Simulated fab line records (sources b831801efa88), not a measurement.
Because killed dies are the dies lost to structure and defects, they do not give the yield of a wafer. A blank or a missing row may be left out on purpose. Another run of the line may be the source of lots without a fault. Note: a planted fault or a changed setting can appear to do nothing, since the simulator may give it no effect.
The tool behind it: which one? / flow sky130 / Sampling: 10 lots, 30 wafers, 3 of 708 route steps

WHAT THE GAUGES READ, wafer by wafer
SKY_CAPM_RS_MEAS_03: uses a four-point probe to measure.
lot=L328; measured=day 36 21:34; on=filmMetro-02; CAPM_TIN_RS (ohm/sq)=6.89 6.93 6.91
lot=L329; measured=day 37 20:09; on=filmMetro-01; CAPM_TIN_RS (ohm/sq)=6.87 6.96 6.83
lot=L332; measured=day 38 07:18; on=filmMetro-01; CAPM_TIN_RS (ohm/sq)=6.90 6.86 6.88
lot=L333; measured=day 38 13:56; on=filmMetro-02; CAPM_TIN_RS (ohm/sq)=6.93 6.83 6.79
lot=L337; measured=day 39 18:57; on=filmMetro-01; CAPM_TIN_RS (ohm/sq)=6.88 7.02 6.97
lot=L339; measured=day 40 09:13; on=filmMetro-01; CAPM_TIN_RS (ohm/sq)=7.07 7.03 7.07
lot=L342; measured=day 41 18:44; on=filmMetro-02; CAPM_TIN_RS (ohm/sq)=6.83 6.87 6.42
lot=L344; measured=day 42 03:31; on=filmMetro-02; CAPM_TIN_RS (ohm/sq)=6.90 6.94 6.81
lot=L348; measured=day 43 03:28; on=filmMetro-02; CAPM_TIN_RS (ohm/sq)=7.01 6.95 6.94
lot=L349; measured=day 43 06:23; on=filmMetro-02; CAPM_TIN_RS (ohm/sq)=6.97 6.96 6.99

TOOL THAT RAN EACH LOT (tool first, then ch and the chambers of the sampled wafers, then the start)
lot=L328; SKY_CONTACT_CMP_27=cmp-01 ch 1,2,3, day 32 05:46; SKY_CAPM_SPUTTER_02=pvdSputter-01, day 36 21:28
lot=L329; SKY_CONTACT_CMP_27=cmp-02 ch 0,2, day 33 04:29; SKY_CAPM_SPUTTER_02=pvdSputter-02, day 37 20:00
lot=L332; SKY_CONTACT_CMP_27=cmp-01 ch 0,3, day 33 15:11; SKY_CAPM_SPUTTER_02=pvdSputter-01, day 38 07:09
lot=L333; SKY_CONTACT_CMP_27=cmp-02 ch 0,1,3, day 33 22:56; SKY_CAPM_SPUTTER_02=pvdSputter-02, day 38 13:49
lot=L337; SKY_CONTACT_CMP_27=cmp-01 ch 1,2, day 35 04:43; SKY_CAPM_SPUTTER_02=pvdSputter-02, day 39 18:49
lot=L339; SKY_CONTACT_CMP_27=cmp-02 ch 0,2,3, day 35 22:16; SKY_CAPM_SPUTTER_02=pvdSputter-01, day 40 09:06
lot=L342; SKY_CONTACT_CMP_27=cmp-02 ch 0,1,2, day 37 07:45; SKY_CAPM_SPUTTER_02=pvdSputter-01, day 41 18:37
lot=L344; SKY_CONTACT_CMP_27=cmp-02 ch 0,2,3, day 37 18:55; SKY_CAPM_SPUTTER_02=pvdSputter-02, day 42 03:23
lot=L348; SKY_CONTACT_CMP_27=cmp-01 ch 1,2, day 38 17:29; SKY_CAPM_SPUTTER_02=pvdSputter-02, day 43 03:20
lot=L349; SKY_CONTACT_CMP_27=cmp-02 ch 2,3, day 38 20:58; SKY_CAPM_SPUTTER_02=pvdSputter-02, day 43 06:13
- SKY_CONTACT_CMP_27: polishes, stops on SiO2, t overpolish 15 s, target thk 0 nm.
- SKY_CAPM_SPUTTER_02: material TiN, target thk 200 nm, time 166.7 s.

THE ANSWER, worked out from the rows above alone
Rule: the usual values come from the lots themselves. Put in order of their means at a reading, lots are off if they are a third of the lots or fewer, leave a main group of 4 or more, and stand apart from it by a gap of 3 or more times the standard deviation of the main group's means; of several such gaps the widest counts. If all means in a main group match to the digits the tables above print for the reading, that group is not used. A lot without any number at a reading at which 4 lots or more have one is off too. The other lots that the step has rows for count as sound.
Nothing can be told from this: no lot is off at any reading shown.

WHAT HAD BEEN PUT IN BY THE SIMULATOR
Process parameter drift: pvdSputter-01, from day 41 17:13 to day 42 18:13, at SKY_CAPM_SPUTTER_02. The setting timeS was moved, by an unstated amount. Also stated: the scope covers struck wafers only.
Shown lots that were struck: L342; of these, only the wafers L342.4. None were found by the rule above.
